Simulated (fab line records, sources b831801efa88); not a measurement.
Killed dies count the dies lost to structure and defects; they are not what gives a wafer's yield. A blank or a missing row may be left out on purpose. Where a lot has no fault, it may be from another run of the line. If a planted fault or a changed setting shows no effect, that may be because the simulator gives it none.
fab line records ; flow gf180mcu ; part 1 of 2: steps 1 to 43 of 44
record: lots: 7; wafers: 21; last-day: 33
route steps=602 shown MVSD@74 MVPSD@78 VT_IMPLANT@90 PASSIVATION@602
lots untouched by any fault: they come from a run of this same line in which no faults occurred
start-h: hours from the record's opening day to when the first of the lot's shown wafers began ; wait-h: hours since the lot's step before ; " unchanged from the row above ; L1.1+2: a single row standing in for several wafers ; - value missing, or start not given ; * or withheld: withheld ; < > ~ a bound
route shown NAME@n: a module of which the file shows steps, and the number in the route of the first ; usual: average and standard deviation across the fault-free wafers ; same: alike in all rows ; chamber/n: place in a boat ; sites: per-site readings ; _std_site: standard deviation of those values ; _edge_site: outer sites' mean less inner sites' ; radius-mm: how far each site lies from the wafer's centre ; mask NAME#n: copy n ; behind: the most recent tool/chamber to have shaped the wafer ; hold: cause of the lot's hold/its duration in hours/its outcome ; device: transistor that didn't switch, given as n, p or np ; end of line: tests run on the same wafers once the route is complete ; a step with no rows: only its recipe ; killed: dies that structure and defects cost at the first sort, which is not the same as the wafer's yield ; map: per-die view of a wafer (x killed, . not killed, _ where there is no die)
set.NAME: the setting as run; set.NAME@STEP: as run at that earlier step ; model.NAME: the simulator's own value behind a step, which no gauge read
certain route steps with their lots: each step a table, each wafer a row
services: from which hour (start-h, from the record's first day; less than 0 if before it) a tool's chamber was out of use, for how many hours, and why
== steps ==
step: GF_MVSD_IMPLANT_08
recipe: species: P; energy-kev: 400; dose-cm2: 1.6e+13; tilt-deg: 0
step: GF_MVSD_IMPLANT_09
recipe: species: P; energy-kev: 100; dose-cm2: 5e+12; tilt-deg: 0
step: GF_MVSD_STRIP_10
recipe: chemistry: O2/N2; power-w: 1400; pressure-mtorr: 1500; platen-temp-c: 250; o2-flow-sccm: 3000; n2-flow-sccm: 300; overash-fraction: 0.5
usual: chamber-pressure-mTorr: 1500.2/1.2; drypump-motor-current-A: 5.5/0.31; heater-power-w: 336/31; oes-product-au: 0.722/0.0041; strip-time-to-endpoint-s: 36.89/0.12
lot.wafer;tool;chamber;start-h;wait-h;chamber-pressure-mTorr;drypump-motor-current-A;heater-power-w;oes-product-au;rf-hours-counter-h;strip-time-to-endpoint-s
L217.2;plasma-asher-03;0;125.96;0.1;1500.7;5.3;320;0.718;1;36.81
L217.5;plasma-asher-03;1;125.96;0.1;1497.7;5.7;372;0.724;-;36.65
L217.6;plasma-asher-03;0;125.96;0.1;1500.5;5.3;319;0.723;-;36.73
L218.2;plasma-asher-01;1;127.56;0.1;1499.0;5.2;297;0.723;47;36.79
L218.3;plasma-asher-01;1;127.56;0.1;1498.2;5.1;302;0.721;-;36.90
L218.5;plasma-asher-01;0;127.56;0.1;1500.0;5.6;336;0.723;-;36.82
L220.1;plasma-asher-04;0;143.26;0.1;1499.6;5.8;324;0.728;37;37.11
L220.3;plasma-asher-04;0;143.26;0.1;1499.0;5.8;334;0.717;-;37.02
L220.5;plasma-asher-04;0;143.26;0.1;1500.5;5.8;331;0.721;-;36.99
L223.1;plasma-asher-03;0;159.20;0.1;1502.6;5.3;312;0.727;4;36.92
L223.2;plasma-asher-03;1;159.20;0.1;1499.7;5.7;374;0.720;4;36.96
L223.4;plasma-asher-03;0;159.20;0.1;1498.5;5.3;324;0.723;-;36.90
L224.4;plasma-asher-01;1;161.94;0.1;1501.2;5.2;306;0.728;-;37.05
L224.5;plasma-asher-01;0;161.94;0.1;1500.3;5.6;336;0.722;-;36.95
L224.6;plasma-asher-01;1;161.94;0.1;1499.0;5.2;297;0.730;-;37.02
L226.4;plasma-asher-01;1;175.14;0.1;1499.9;5.2;296;0.721;-;36.63
L226.5;plasma-asher-01;1;175.14;0.1;1499.3;5.2;298;0.718;-;36.64
L226.6;plasma-asher-01;0;175.14;0.1;1500.0;5.6;337;0.714;-;36.67
L229.1;plasma-asher-03;1;193.48;0.1;1499.2;5.7;371;0.720;8;36.89
L229.5;plasma-asher-03;1;193.48;0.1;1499.4;5.7;373;0.727;-;36.90
L229.6;plasma-asher-03;0;193.48;0.1;1498.3;5.3;312;0.719;-;36.90
step: GF_MVSD_TW_MEAS_11
usual: MVSD_TW: 1593/9
lot.wafer;tool;chamber;start-h;wait-h;MVSD_TW
L217.2;film-metro-01;-;126.07;0.1;1599
L217.5;film-metro-01;-;126.07;0.1;1600
L217.6;film-metro-01;-;126.07;0.1;1601
L218.2;film-metro-02;-;127.67;0.1;1590
L218.3;film-metro-02;-;127.67;0.1;1591
L218.5;film-metro-02;-;127.67;0.1;1591
L220.1;film-metro-03;-;143.36;0.1;1599
L220.3;film-metro-03;-;143.36;0.1;1587
L220.5;film-metro-03;-;143.36;0.1;1601
L223.1;film-metro-02;-;159.30;0.1;1592
L223.2;film-metro-02;-;159.30;0.1;1583
L223.4;film-metro-02;-;159.30;0.1;1585
L224.4;film-metro-01;-;162.04;0.1;1602
L224.5;film-metro-01;-;162.04;0.1;1603
L224.6;film-metro-01;-;162.04;0.1;1596
L226.4;film-metro-02;-;175.23;0.1;1592
L226.5;film-metro-02;-;175.23;0.1;1599
L226.6;film-metro-02;-;175.23;0.1;1590
L229.1;film-metro-03;-;193.58;0.1;1594
L229.5;film-metro-03;-;193.58;0.1;1595
L229.6;film-metro-03;-;193.58;0.1;1597
step: GF_MVPSD_DEHYDRATE_00
recipe: temp-c: 200; time-s: 60
step: GF_MVPSD_HMDS_01
recipe: prime-time-s: 60; prime-temp-c: 120
step: GF_MVPSD_COAT_02
recipe: spin-rpm: 2000; resist-thk-nm: 3000
step: GF_MVPSD_SOFTBAKE_03
recipe: temp-c: 110; time-s: withheld
step: GF_MVPSD_EXPOSE_04
recipe: mask-id: MVPSD; target-cd-nm: 1000; na: 0.6; source-shape: conventional; sigma-outer: 0.6; dose-mj: 260
step: GF_MVPSD_PEB_05
recipe: temp-c: 115; time-s: withheld
step: GF_MVPSD_DEVELOP_06
recipe: wall-angle-deg: 90; develop-time-s: 60; dev-temp-c: 23
step: GF_MVPSD_OVL_MEAS_07
usual: MVPSD_OVL: -0.6/1.3
lot.wafer;tool;chamber;start-h;wait-h;MVPSD_OVL[nm]
L217.2;overlay-01;-;141.22;-;-0.2
L217.5;overlay-01;-;141.22;-;0.8
L217.6;overlay-01;-;141.22;-;-2.0
L218.2;overlay-02;-;143.12;-;-0.6
L218.3;overlay-02;-;143.12;-;-0.4
L218.5;overlay-02;-;143.12;-;-0.8
L220.1;overlay-01;-;159.21;-;-2.5
L220.3;overlay-01;-;159.21;-;-2.1
L220.5;overlay-01;-;159.21;-;-2.0
L223.1;overlay-01;-;174.87;-;-2.8
L223.2;overlay-01;-;174.87;-;-2.1
L223.4;overlay-01;-;174.87;-;-4.5
L224.4;overlay-01;-;178.73;-;-0.2
L224.5;overlay-01;-;178.73;-;0.7
L224.6;overlay-01;-;178.73;-;2.0
L226.4;overlay-02;-;191.79;-;-1.4
L226.5;overlay-02;-;191.79;-;-1.6
L226.6;overlay-02;-;191.79;-;-2.2
L229.1;overlay-02;-;211.22;-;-4.3
L229.5;overlay-02;-;211.22;-;-2.0
L229.6;overlay-02;-;211.22;-;-0.2
step: GF_MVPSD_IMPLANT_08
recipe: species: B; energy-kev: 170; dose-cm2: 1.477e+13; tilt-deg: 0
usual: faraday-current-uA: 83.5/1.7
lot.wafer;tool;chamber;start-h;wait-h;faraday-current-uA
L217.2;implanter-04;0;141.27;0.0;82.9
L217.5;implanter-04;0;141.27;0.0;81.9
L217.6;implanter-04;0;141.27;0.0;86.8
L218.2;implanter-02;0;143.17;0.0;84.2
L218.3;implanter-02;0;143.17;0.0;82.6
L218.5;implanter-02;0;143.17;0.0;84.1
L220.1;implanter-03;0;159.25;0.0;83.9
L220.3;implanter-03;0;159.25;0.0;83.5
L220.5;implanter-03;0;159.25;0.0;83.8
L220.1;implanter-03;0;159.56;0.3;81.5
L220.3;implanter-03;0;159.56;0.3;81.3
L220.5;implanter-03;0;159.56;0.3;81.3
L223.1;implanter-04;0;174.90;0.0;86.8
L223.2;implanter-04;0;174.90;0.0;82.1
L223.4;implanter-04;0;174.90;0.0;81.9
L224.4;implanter-04;0;178.83;0.1;85.6
L224.5;implanter-04;0;178.83;0.1;81.8
L224.6;implanter-04;0;178.83;0.1;77.7
L226.4;implanter-03;0;191.88;0.1;82.5
L226.5;implanter-03;0;191.88;0.1;83.2
L226.6;implanter-03;0;191.88;0.1;82.1
L226.4;implanter-03;0;192.20;0.3;80.4
L226.5;implanter-03;0;192.20;0.3;83.8
L226.6;implanter-03;0;192.20;0.3;83.4
L229.1;implanter-04;0;211.25;0.0;82.3
L229.5;implanter-04;0;211.25;0.0;85.0
L229.6;implanter-04;0;211.25;0.0;84.7
L229.1;implanter-04;0;211.57;0.3;82.5
L229.5;implanter-04;0;211.57;0.3;87.1
L229.6;implanter-04;0;211.57;0.3;84.6
step: GF_MVPSD_IMPLANT_09
recipe: species: B; energy-kev: 40; dose-cm2: 5e+12; tilt-deg: 0
step: GF_MVPSD_STRIP_10
recipe: chemistry: O2/N2; power-w: 1400; pressure-mtorr: 1500; platen-temp-c: 250; o2-flow-sccm: 3000; n2-flow-sccm: 300; overash-fraction: 0.5
usual: chamber-pressure-mTorr: 1500.0/1.3; drypump-motor-current-A: 6.1/0.4; heater-power-w: 341/28; oes-product-au: 0.722/0.0044; strip-time-to-endpoint-s: 36.92/0.11
lot.wafer;tool;chamber;start-h;wait-h;chamber-pressure-mTorr;drypump-motor-current-A;heater-power-w;oes-product-au;rf-hours-counter-h;strip-time-to-endpoint-s
L217.2;plasma-asher-02;1;141.55;0.1;1498.4;6.7;308;0.725;51;36.81
L217.5;plasma-asher-02;1;141.55;0.1;1500.2;6.6;307;0.718;-;36.84
L217.6;plasma-asher-02;0;141.55;0.1;1501.7;5.8;352;0.718;-;36.86
L218.2;plasma-asher-02;0;143.45;0.1;1496.1;5.8;361;0.726;51;36.83
L218.3;plasma-asher-02;1;143.45;0.1;1500.3;6.7;313;0.721;-;36.81
L218.5;plasma-asher-02;0;143.45;0.1;1502.6;5.8;355;0.723;-;36.94
L220.1;plasma-asher-03;0;159.86;0.1;1499.1;5.3;315;0.723;4;36.96
L220.3;plasma-asher-03;0;159.86;0.1;1500.1;5.3;319;0.719;-;36.96
L220.5;plasma-asher-03;1;159.86;0.1;1497.9;5.7;375;0.723;-;36.89
L223.1;plasma-asher-02;1;175.20;0.1;1498.9;6.7;315;0.721;55;37.05
L223.2;plasma-asher-02;0;175.20;0.1;1499.7;5.8;357;0.723;55;37.03
L223.4;plasma-asher-02;1;175.20;0.1;1499.4;6.7;305;0.722;-;37.02
L224.4;plasma-asher-04;0;179.09;0.1;1498.3;5.8;321;0.726;-;36.82
L224.5;plasma-asher-04;1;179.09;0.1;1502.2;6.2;386;0.725;-;36.78
L224.6;plasma-asher-04;0;179.09;0.1;1500.4;5.8;321;0.719;-;36.64
L226.4;plasma-asher-03;0;192.45;0.1;1500.4;5.3;310;0.726;-;37.05
L226.5;plasma-asher-03;0;192.45;0.1;1497.8;5.3;307;0.732;-;37.04
L226.6;plasma-asher-03;1;192.45;0.1;1499.2;5.7;366;0.714;-;36.92
L229.1;plasma-asher-04;0;211.87;0.1;1500.4;5.8;321;0.728;42;36.83
L229.5;plasma-asher-04;0;211.87;0.1;1500.5;5.8;325;0.713;-;36.79
L229.6;plasma-asher-04;1;211.87;0.1;1500.4;6.2;385;0.724;-;36.85
step: GF_MVPSD_TW_MEAS_11
usual: MVPSD_TW: 556.7/2.8
lot.wafer;tool;chamber;start-h;wait-h;MVPSD_TW
L217.2;film-metro-02;-;141.66;0.1;551.6
L217.5;film-metro-02;-;141.66;0.1;554.3
L217.6;film-metro-02;-;141.66;0.1;554.5
L218.2;film-metro-03;-;143.56;0.1;556.9
L218.3;film-metro-03;-;143.56;0.1;554.2
L218.5;film-metro-03;-;143.56;0.1;556.2
L220.1;film-metro-01;-;160.12;0.2;671.2
L220.3;film-metro-01;-;160.12;0.2;674.1
L220.5;film-metro-01;-;160.12;0.2;674.3
L223.1;film-metro-02;-;175.30;0.1;555.0
L223.2;film-metro-02;-;175.30;0.1;552.0
L223.4;film-metro-02;-;175.30;0.1;554.6
L224.4;film-metro-03;-;179.18;0.1;558.3
L224.5;film-metro-03;-;179.18;0.1;558.5
L224.6;film-metro-03;-;179.18;0.1;560.2
L226.4;film-metro-03;-;192.56;0.1;675.6
L226.5;film-metro-03;-;192.56;0.1;676.4
L226.6;film-metro-03;-;192.56;0.1;679.5
L229.1;film-metro-03;-;212.64;0.7;672.9
L229.5;film-metro-03;-;212.64;0.7;676.2
L229.6;film-metro-03;-;212.64;0.7;676.7
step: GF_VT_IMPLANT_DEHYDRATE_00
recipe: temp-c: 200; time-s: 60
step: GF_VT_IMPLANT_HMDS_01
recipe: prime-time-s: 60; prime-temp-c: 120
step: GF_VT_IMPLANT_COAT_02
recipe: resist: NOVOLAK; spin-rpm: 3000; resist-thk-nm: 1000
step: GF_VT_IMPLANT_SOFTBAKE_03
recipe: temp-c: 90; time-s: 60; resist: NOVOLAK
step: GF_VT_IMPLANT_EXPOSE_04
recipe: mask-id: LVPWELL_LV_AREA; target-cd-nm: 600; na: 0.6; source-shape: conventional; sigma-outer: 0.6; dose-mj: 140
step: GF_VT_IMPLANT_PEB_05
recipe: temp-c: withheld; time-s: *; resist: NOVOLAK
step: GF_VT_IMPLANT_DEVELOP_06
recipe: develop-time-s: 60; dev-temp-c: 23
step: GF_VT_IMPLANT_OVL_MEAS_07
usual: VT_IMPLANT_OVL: 0.7/1.3
lot.wafer;tool;chamber;start-h;wait-h;VT_IMPLANT_OVL[nm]
L217.2;overlay-02;-;157.47;0.1;2.2
L217.5;overlay-02;-;157.47;0.1;1.0
L217.6;overlay-02;-;157.47;0.1;-0.3
L218.2;overlay-02;-;159.22;0.1;-0.1
L218.3;overlay-02;-;159.22;0.1;-0.7
L218.5;overlay-02;-;159.22;0.1;-0.1
L220.1;overlay-02;-;175.82;0.1;-0.1
L220.3;overlay-02;-;175.82;0.1;-0.3
L220.5;overlay-02;-;175.82;0.1;1.0
L223.1;overlay-02;-;191.81;0.1;2.6
L223.2;overlay-02;-;191.81;0.1;0.6
L223.4;overlay-02;-;191.81;0.1;1.0
L224.4;overlay-02;-;196.04;0.1;2.0
L224.5;overlay-02;-;196.04;0.1;2.9
L224.6;overlay-02;-;196.04;0.1;2.9
L226.4;overlay-02;-;209.47;0.1;2.5
L226.5;overlay-02;-;209.47;0.1;1.5
L226.6;overlay-02;-;209.47;0.1;2.1
L229.1;overlay-01;-;229.16;0.1;1.8
L229.5;overlay-01;-;229.16;0.1;0.4
L229.6;overlay-01;-;229.16;0.1;1.1
step: GF_VT_IMPLANT_IMPLANT_08
recipe: species: BF2; energy-kev: 20; dose-cm2: 8.29e+12; tilt-deg: 7
step: GF_VT_IMPLANT_STRIP_09
recipe: chemistry: O2/N2; power-w: 1400; pressure-mtorr: 1500; platen-temp-c: 250; o2-flow-sccm: 3000; n2-flow-sccm: 300; overash-fraction: 0.5
usual: chamber-pressure-mTorr: 1499.7/1.4; drypump-motor-current-A: 5.9/0.49; heater-power-w: 333/28; oes-product-au: 0.716/0.0049; strip-time-to-endpoint-s: 12.60/0.033
lot.wafer;tool;chamber;start-h;wait-h;chamber-pressure-mTorr;drypump-motor-current-A;heater-power-w;oes-product-au;rf-hours-counter-h;strip-time-to-endpoint-s
L217.2;plasma-asher-02;0;157.65;0.1;1499.9;5.8;354;0.713;53;12.63
L217.5;plasma-asher-02;0;157.65;0.1;1501.0;5.8;356;0.711;-;12.63
L217.6;plasma-asher-02;1;157.65;0.1;1498.9;6.7;312;0.721;-;12.64
L218.2;plasma-asher-01;0;159.40;0.1;1498.9;5.6;334;0.717;50;12.61
L218.3;plasma-asher-01;1;159.40;0.1;1499.1;5.2;302;0.715;-;12.60
L218.5;plasma-asher-01;1;159.40;0.1;1497.9;5.2;294;0.717;-;12.58
L220.1;plasma-asher-02;1;176.00;0.1;1501.8;6.7;318;0.714;55;12.67
L220.3;plasma-asher-02;1;176.00;0.1;1500.8;6.7;307;0.711;-;12.63
L220.5;plasma-asher-02;1;176.00;0.1;1499.0;6.6;318;0.717;-;12.66
L223.1;plasma-asher-02;0;192.00;0.1;1501.3;5.8;347;0.717;57;12.59
L223.2;plasma-asher-02;1;192.00;0.1;1499.5;6.6;310;0.719;57;12.61
L223.4;plasma-asher-02;1;192.00;0.1;1498.6;6.6;311;0.717;-;12.59
L224.4;plasma-asher-01;0;196.24;0.1;1497.1;5.6;342;0.707;-;12.66
L224.5;plasma-asher-01;1;196.24;0.1;1500.6;5.2;299;0.715;-;12.66
L224.6;plasma-asher-01;0;196.24;0.1;1497.4;5.6;339;0.713;-;12.64
L226.4;plasma-asher-02;0;209.67;0.1;1502.7;5.8;354;0.711;-;12.59
L226.5;plasma-asher-02;0;209.67;0.1;1498.0;5.8;354;0.717;-;12.61
L226.6;plasma-asher-02;1;209.67;0.1;1499.3;6.7;310;0.724;-;12.63
L229.1;plasma-asher-04;0;229.35;0.1;1499.2;5.8;327;0.718;45;12.57
L229.5;plasma-asher-04;1;229.35;0.1;1499.3;6.2;382;0.719;-;12.56
L229.6;plasma-asher-04;0;229.35;0.1;1499.7;5.8;320;0.721;-;12.58
step: GF_VT_IMPLANT_TW_MEAS_10
usual: VT_IMPLANT_TW: 567/3.5
lot.wafer;tool;chamber;start-h;wait-h;VT_IMPLANT_TW
L217.2;film-metro-01;-;157.76;0.1;570
L217.5;film-metro-01;-;157.76;0.1;572
L217.6;film-metro-01;-;157.76;0.1;567
L218.2;film-metro-03;-;159.51;0.1;570
L218.3;film-metro-03;-;159.51;0.1;570
L218.5;film-metro-03;-;159.51;0.1;567
L220.1;film-metro-03;-;176.10;0.1;571
L220.3;film-metro-03;-;176.10;0.1;567
L220.5;film-metro-03;-;176.10;0.1;571
L223.1;film-metro-01;-;192.10;0.1;562
L223.2;film-metro-01;-;192.10;0.1;563
L223.4;film-metro-01;-;192.10;0.1;565
L224.4;film-metro-03;-;196.34;0.1;569
L224.5;film-metro-03;-;196.34;0.1;574
L224.6;film-metro-03;-;196.34;0.1;570
L226.4;film-metro-01;-;209.76;0.1;565
L226.5;film-metro-01;-;209.76;0.1;564
L226.6;film-metro-01;-;209.76;0.1;561
L229.1;film-metro-01;-;229.45;0.1;569
L229.5;film-metro-01;-;229.45;0.1;564
L229.6;film-metro-01;-;229.45;0.1;563
step: GF_VT_IMPLANT_DEHYDRATE_11
recipe: temp-c: 200; time-s: 60
step: GF_VT_IMPLANT_HMDS_12
recipe: prime-time-s: 60; prime-temp-c: 120
step: GF_VT_IMPLANT_COAT_13
recipe: resist: NOVOLAK; spin-rpm: 3000; resist-thk-nm: 1000
step: GF_VT_IMPLANT_SOFTBAKE_14
recipe: temp-c: 90; time-s: 60; resist: NOVOLAK
step: GF_VT_IMPLANT_EXPOSE_15
recipe: mask-id: Nwell_LV_AREA; target-cd-nm: 860; na: 0.6; source-shape: conventional; sigma-outer: 0.6; dose-mj: 140
step: GF_VT_IMPLANT_PEB_16
recipe: temp-c: withheld; time-s: *; resist: NOVOLAK
step: GF_VT_IMPLANT_DEVELOP_17
recipe: develop-time-s: 60; dev-temp-c: 24.04
step: GF_VT_IMPLANT_OVL_MEAS_18
usual: VT_IMPLANT_01_OVL: -0.2/1.4
lot.wafer;tool;chamber;start-h;wait-h;VT_IMPLANT_01_OVL[nm]
L217.2;overlay-02;-;173.57;0.1;-0.5
L217.5;overlay-02;-;173.57;0.1;0.0
L217.6;overlay-02;-;173.57;0.1;2.3
L218.2;overlay-02;-;175.17;0.1;-2.1
L218.3;overlay-02;-;175.17;0.1;1.0
L218.5;overlay-02;-;175.17;0.1;-0.8
L220.1;overlay-02;-;192.76;0.1;0.9
L220.3;overlay-02;-;192.76;0.1;0.2
L220.5;overlay-02;-;192.76;0.1;1.0
L223.1;overlay-02;-;209.71;0.1;-0.5
L223.2;overlay-02;-;209.71;0.1;-1.7
L223.4;overlay-02;-;209.71;0.1;3.0
L224.4;overlay-02;-;213.69;0.1;-1.4
L224.5;overlay-02;-;213.69;0.1;0.4
L224.6;overlay-02;-;213.69;0.1;1.2
L226.4;overlay-01;-;226.43;0.1;0.0
L226.5;overlay-01;-;226.43;0.1;-2.4
L226.6;overlay-01;-;226.43;0.1;-2.5
L229.1;overlay-02;-;247.07;0.1;-1.5
L229.5;overlay-02;-;247.07;0.1;-1.0
L229.6;overlay-02;-;247.07;0.1;-1.8
step: GF_VT_IMPLANT_IMPLANT_19
recipe: species: As; energy-kev: 100; dose-cm2: 4.35e+12; tilt-deg: 7
step: GF_VT_IMPLANT_STRIP_20
recipe: chemistry: O2/N2; power-w: 1400; pressure-mtorr: 1500; platen-temp-c: 250; o2-flow-sccm: 3000; n2-flow-sccm: 300; overash-fraction: 0.5
usual: chamber-pressure-mTorr: 1499.8/1.4; drypump-motor-current-A: 5.8/0.49; heater-power-w: 332/28; oes-product-au: 0.716/0.0046; strip-time-to-endpoint-s: 12.62/0.035
lot.wafer;tool;chamber;start-h;wait-h;chamber-pressure-mTorr;drypump-motor-current-A;heater-power-w;oes-product-au;rf-hours-counter-h;strip-time-to-endpoint-s
L217.2;plasma-asher-02;1;173.75;0.1;1503.3;6.7;303;0.714;55;12.58
L217.5;plasma-asher-02;0;173.75;0.1;1500.2;5.8;354;0.712;-;12.60
L217.6;plasma-asher-02;1;173.75;0.1;1497.9;6.7;302;0.720;-;12.62
L218.2;plasma-asher-04;1;175.35;0.1;1499.1;6.2;381;0.711;40;12.68
L218.3;plasma-asher-04;0;175.35;0.1;1498.2;5.8;321;0.708;-;12.65
L218.5;plasma-asher-04;1;175.35;0.1;1497.7;6.2;390;0.719;-;12.67
L220.1;plasma-asher-01;0;192.95;0.1;1499.0;5.6;336;0.713;53;12.61
L220.3;plasma-asher-01;0;192.95;0.1;1497.8;5.6;332;0.715;-;12.68
L220.5;plasma-asher-01;0;192.95;0.1;1499.7;5.6;337;0.723;-;12.61
L223.1;plasma-asher-01;1;209.90;0.1;1499.9;5.2;297;0.716;55;12.65
L223.2;plasma-asher-01;0;209.90;0.1;1500.8;5.6;341;0.719;55;12.59
L223.4;plasma-asher-01;0;209.90;0.1;1499.7;5.6;350;0.723;-;12.64
L224.4;plasma-asher-02;0;213.89;0.1;1500.2;5.8;353;0.722;-;12.59
L224.5;plasma-asher-02;1;213.89;0.1;1499.5;6.7;301;0.716;-;12.62
L224.6;plasma-asher-02;0;213.89;0.1;1499.5;5.8;348;0.720;-;12.62
L226.4;plasma-asher-01;0;226.63;0.1;1499.1;5.6;344;0.712;-;12.59
L226.5;plasma-asher-01;0;226.63;0.1;1498.4;5.6;333;0.710;-;12.63
L226.6;plasma-asher-01;1;226.63;0.1;1497.7;5.2;297;0.719;-;12.62
L229.1;plasma-asher-04;1;247.25;0.1;1498.3;6.2;385;0.716;47;12.63
L229.5;plasma-asher-04;0;247.25;0.1;1499.6;5.8;322;0.713;-;12.65
L229.6;plasma-asher-04;1;247.25;0.1;1498.6;6.2;386;0.712;-;12.68
step: GF_VT_IMPLANT_TW_MEAS_21
usual: VT_IMPLANT_2_TW: 1222/7.2
lot.wafer;tool;chamber;start-h;wait-h;VT_IMPLANT_2_TW
L217.2;film-metro-03;-;173.86;0.1;1230
L217.5;film-metro-03;-;173.86;0.1;1231
L217.6;film-metro-03;-;173.86;0.1;1231
L218.2;film-metro-01;-;175.46;0.1;1216
L218.3;film-metro-01;-;175.46;0.1;1215
L218.5;film-metro-01;-;175.46;0.1;1219
L220.1;film-metro-03;-;193.05;0.1;1230
L220.3;film-metro-03;-;193.05;0.1;1234
L220.5;film-metro-03;-;193.05;0.1;1234
L223.1;film-metro-04;-;210.00;0.1;1208
L223.2;film-metro-04;-;210.00;0.1;1208
L223.4;film-metro-04;-;210.00;0.1;1211
L224.4;film-metro-04;-;213.98;0.1;1217
L224.5;film-metro-04;-;213.98;0.1;1213
L224.6;film-metro-04;-;213.98;0.1;1221
L226.4;film-metro-03;-;226.73;0.1;1226
L226.5;film-metro-03;-;226.73;0.1;1237
L226.6;film-metro-03;-;226.73;0.1;1230
L229.1;film-metro-01;-;247.35;0.1;1217
L229.5;film-metro-01;-;247.35;0.1;1222
L229.6;film-metro-01;-;247.35;0.1;1219
step: GF_VT_IMPLANT_DEHYDRATE_22
recipe: temp-c: 200; time-s: 60
step: GF_VT_IMPLANT_HMDS_23
recipe: prime-time-s: 60; prime-temp-c: 120
step: GF_VT_IMPLANT_COAT_24
recipe: resist: NOVOLAK; spin-rpm: 3000; resist-thk-nm: 1000
step: GF_VT_IMPLANT_SOFTBAKE_25
recipe: temp-c: 90; time-s: 60; resist: NOVOLAK
step: GF_VT_IMPLANT_RS_MEAS_49
recipe: thk-meas-gauge: four-point-probe
usual: MVPSD_RS: 1177/3
lot.wafer;tool;chamber;start-h;wait-h;MVPSD_RS[ohm/sq]
L217.2;film-metro-03;-;209.35;0.1;1182
L217.5;film-metro-03;-;209.35;0.1;1179
L217.6;film-metro-03;-;209.35;0.1;1177
L218.2;film-metro-02;-;210.79;0.1;1184
L218.3;film-metro-02;-;210.79;0.1;1180
L218.5;film-metro-02;-;210.79;0.1;1178
L220.1;film-metro-01;-;228.78;0.1;828
L220.3;film-metro-01;-;228.78;0.1;830
L220.5;film-metro-01;-;228.78;0.1;829
L223.1;film-metro-01;-;246.42;0.1;1173
L223.2;film-metro-01;-;246.42;0.1;1174
L223.4;film-metro-01;-;246.42;0.1;1175
L224.4;film-metro-01;-;251.29;0.1;1177
L224.5;film-metro-01;-;251.29;0.1;1179
L224.6;film-metro-01;-;251.29;0.1;1176
L226.4;film-metro-02;-;263.49;0.1;828
L226.5;film-metro-02;-;263.49;0.1;828
L226.6;film-metro-02;-;263.49;0.1;828
L229.1;film-metro-01;-;285.03;0.1;830
L229.5;film-metro-01;-;285.03;0.1;830
L229.6;film-metro-01;-;285.03;0.1;830
== key ==
first-sign: step: GF_MVPSD_IMPLANT_08; reading: visit; direction: added
effect: step: GF_MVPSD_TW_MEAS_11; reading: MVPSD_TW; direction: up; sigmas: 42; usual: 556.7; struck: 675.2
effect: step: GF_VT_IMPLANT_RS_MEAS_49; reading: MVPSD_RS; direction: down; sigmas: 99+; usual: 1177; struck: 829
model-effect: step: GF_PASSIVATION_PROBE_99; value: etest.ldpmos_10p0.r-on-ohm-um; without: 1.108e+04; struck: 9715
met-at GF_MVPSD_IMPLANT_08
struck-wafers L220.1,L220.3,L220.5,L226.4,L226.5,L226.6,L229.1,L229.5,L229.6
tester-left-out L220,L226,L229
fault: kind: repeated-step-whole; tool: implanter-02,implanter-03,implanter-04; chamber: -; onset-h: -; steps: GF_MVPSD_IMPLANT_08; times: 1; scope: struck-lots-only
tester-left-out: of these lots the tester's yield and bins aren't shown, on N5 and GAA mostly nor the transistor test; their killed dies are dies lost to structure and defects alone, not to doping, threshold or leakage, so they don't give the yield
